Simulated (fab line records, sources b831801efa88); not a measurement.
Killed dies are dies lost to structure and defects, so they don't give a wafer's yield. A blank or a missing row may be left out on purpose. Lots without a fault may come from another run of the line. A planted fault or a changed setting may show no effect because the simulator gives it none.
Which tool did it? | flow gf180mcu | 13 lots, 39 wafers sampled, at 4 steps of a route of 602

WHAT THE GAUGES READ, wafer by wafer
GF_STI_CD_MEAS_12: target cd 220 nm. Usual: cd_nm 220.0 nm, standard deviation 1.4.
lot  | measured    | on        | cd_nm (nm)        | flag
L489 | day 2 12:40 | cd_sem-01 | 219.4 218.8 220.6 |
L490 | day 2 16:27 | cd_sem-02 | 218.4 218.1 218.8 |
L491 | day 2 20:52 | cd_sem-01 | 222.0 222.0 222.4 |
L492 | day 3 05:47 | cd_sem-02 | 217.4 218.0 218.2 |
L495 | day 3 20:42 | cd_sem-02 | 316.8 318.3 316.4 | OFF
L496 | day 4 00:17 | cd_sem-01 | 317.1 317.0 317.3 | OFF
L497 | day 4 06:00 | cd_sem-01 | 217.8 219.2 217.9 |
L503 | day 5 11:59 | cd_sem-02 | 218.7 219.6 219.5 |
L504 | day 5 17:19 | cd_sem-01 | 220.7 219.3 219.8 |
L505 | day 5 21:55 | cd_sem-01 | 221.2 221.9 221.3 |
L506 | day 6 02:20 | cd_sem-01 | 221.6 222.2 221.3 |
L508 | day 6 13:41 | cd_sem-02 | 220.7 221.5 219.8 |
L510 | day 7 00:11 | cd_sem-01 | 218.9 219.5 219.9 |

GF_M1_THK_MEAS_06: measures by xrf. Usual: M1_ALCU_THK 462 nm, standard deviation 5.3.
lot  | measured     | on            | M1_ALCU_THK (nm) | flag
L489 | day 17 03:28 | film_metro-03 | 451 463 459      |
L490 | day 17 05:34 | film_metro-03 | 462 463 467      |
L491 | day 17 21:13 | film_metro-01 | 468 455 465      |
L492 | day 18 08:13 | film_metro-01 | 462 453 460      |
L497 | day 19 23:09 | film_metro-03 | 470 471 471      |
L503 | day 22 01:44 | film_metro-01 | 461 463 451      |
L504 | day 22 07:46 | film_metro-01 | 460 465 460      |
L505 | day 22 16:42 | film_metro-01 | 465 466 462      |
L506 | day 23 00:47 | film_metro-01 | 460 458 465      |
L508 | day 23 14:58 | film_metro-02 | 464 473 467      |
L510 | day 24 08:34 | film_metro-01 | 457 455 463      |

WHICH TOOL RAN EACH LOT (tool, then ch and the chambers of the sampled wafers, then the start)
lot  | GF_STI_PEB_10                    | GF_HV_LDD_STRIP_37
L489 | litho_track-02 ch 0, day 2 12:19 | plasma_asher-03 ch 0,1, day 12 07:26
L490 | litho_track-03 ch 0, day 2 16:06 | plasma_asher-02 ch 0,1, day 12 13:28
L491 | litho_track-03 ch 0, day 2 20:33 | plasma_asher-03 ch 0,1, day 12 22:11
L492 | litho_track-01 ch 0, day 3 05:26 | plasma_asher-01 ch 0,1, day 13 12:56
L495 | litho_track-03 ch 0, day 3 20:21 | -
L496 | litho_track-03 ch 0, day 3 23:58 | -
L497 | litho_track-01 ch 0, day 4 05:40 | plasma_asher-03 ch 0,1, day 14 23:22
L503 | litho_track-02 ch 0, day 5 11:38 | plasma_asher-02 ch 0,1, day 16 21:39
L504 | litho_track-02 ch 0, day 5 16:58 | plasma_asher-02 ch 0,1, day 17 01:29
L505 | litho_track-02 ch 0, day 5 21:34 | plasma_asher-01 ch 0,1, day 17 13:07
L506 | litho_track-01 ch 0, day 6 01:59 | plasma_asher-03 ch 0,1, day 17 15:53
L508 | litho_track-02 ch 0, day 6 13:20 | plasma_asher-01 ch 0,1, day 18 08:23
L510 | litho_track-02 ch 0, day 6 23:51 | plasma_asher-02 ch 0,1, day 19 01:17
- GF_STI_PEB_10: peb time 90 s.
- GF_HV_LDD_STRIP_37: strips in O2/N2.

WHAT THE TOOLS THEMSELVES READ (means of the sampled wafers that have a number; where no wafer has one, the mark that the record gives instead)
GF_STI_PEB_10. Usual: heater_power_total_W 85.70 W, standard deviation 0.078; plate_temp_C 134.96 C, standard deviation 0.13.
lot  | tool           | heater_power_total_W (W) | plate_temp_C (C) | flag
L489 | litho_track-02 | 85.78                    | 134.81           |
L490 | litho_track-03 | 85.71                    | 134.98           |
L491 | litho_track-03 | 85.73                    | 134.87           |
L492 | litho_track-01 | 85.67                    | 134.85           |
L495 | litho_track-03 | 72.61                    | 118.92           | OFF
L496 | litho_track-03 | 72.53                    | 118.99           | OFF
L497 | litho_track-01 | 85.76                    | 135.04           |
L503 | litho_track-02 | 85.62                    | 135.08           |
L504 | litho_track-02 | 85.73                    | 135.15           |
L505 | litho_track-02 | 85.71                    | 134.84           |
L506 | litho_track-01 | 85.73                    | 134.93           |
L508 | litho_track-02 | 85.69                    | 134.82           |
L510 | litho_track-02 | 85.73                    | 135.11           |

GF_HV_LDD_STRIP_37. Usual: drypump_motor_current_A 5.8 A, standard deviation 0.52; heater_power_w 351 W, standard deviation 28; oes_product_au 0.716 a.u., standard deviation 0.0043; strip_time_to_endpoint_s 12.62 s, standard deviation 0.034.
lot  | tool            | drypump_motor_current_A (A) | heater_power_w (W) | oes_product_au (a.u.) | strip_time_to_endpoint_s (s) | flag
L489 | plasma_asher-03 | 5.9                         | 374                | 0.717                 | 12.64                        |
L490 | plasma_asher-02 | 6.0                         | 333                | 0.714                 | 12.61                        |
L491 | plasma_asher-03 | 5.7                         | 370                | 0.713                 | 12.65                        |
L492 | plasma_asher-01 | 5.6                         | 355                | 0.712                 | 12.66                        |
L497 | plasma_asher-03 | 5.6                         | 373                | 0.714                 | 12.64                        |
L503 | plasma_asher-02 | 6.0                         | 329                | 0.718                 | 12.60                        |
L504 | plasma_asher-02 | 6.0                         | 336                | 0.718                 | 12.57                        |
L505 | plasma_asher-01 | 5.4                         | 337                | 0.714                 | 12.62                        |
L506 | plasma_asher-03 | 5.9                         | 372                | 0.718                 | 12.64                        |
L508 | plasma_asher-01 | 5.5                         | 332                | 0.717                 | 12.58                        |
L510 | plasma_asher-02 | 6.0                         | 334                | 0.717                 | 12.63                        |

THE ANSWER, worked out from the rows above alone
Rule: a lot is off if the mean of its wafers that have a number lies more than 3 standard deviations from the usual mean. A lot without any number at a reading at which 4 lots or more have one is off too. The other lots that the step has rows for count as sound. The gauges are gone through in route order, then the tools' own readings, and for those a lot's mean is taken as printed above. The first step at which some lot is off is used, and at that step the reading that is off furthest; a lot without a number counts as furthest.
Off: L495, L496, at GF_STI_CD_MEAS_12 (cd_nm).
A tool fits if, at a process step before that reading, it ran every lot that is off, and no sound lot after the first of them. The gauges at GF_STI_CD_MEAS_12 aren't tried: what is off there is off at GF_STI_PEB_10 too, on other tools, and a gauge's error can't cause that. One fits: litho_track-03 at GF_STI_PEB_10. Its last sound lot is L491 (day 2 20:33), its first lot that is off L495 (day 3 20:21): a fault that began between those two fits.
The tool's own readings at GF_STI_PEB_10 bear it out: on the lots that are off they differ by more than 5 times the standard deviation of the sound lots' means. heater_power_total_W reads 72.57 W there against 85.71 W on the sound lots; plate_temp_C reads 118.95 C there against 134.95 C on the sound lots.

WHAT THE SIMULATOR HAD PUT IN
Process parameter drift: litho_track-03, from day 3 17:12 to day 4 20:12, at GF_STI_PEB_10. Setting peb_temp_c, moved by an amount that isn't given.
Lots struck among those shown: L495, L496. The rule above found the same.
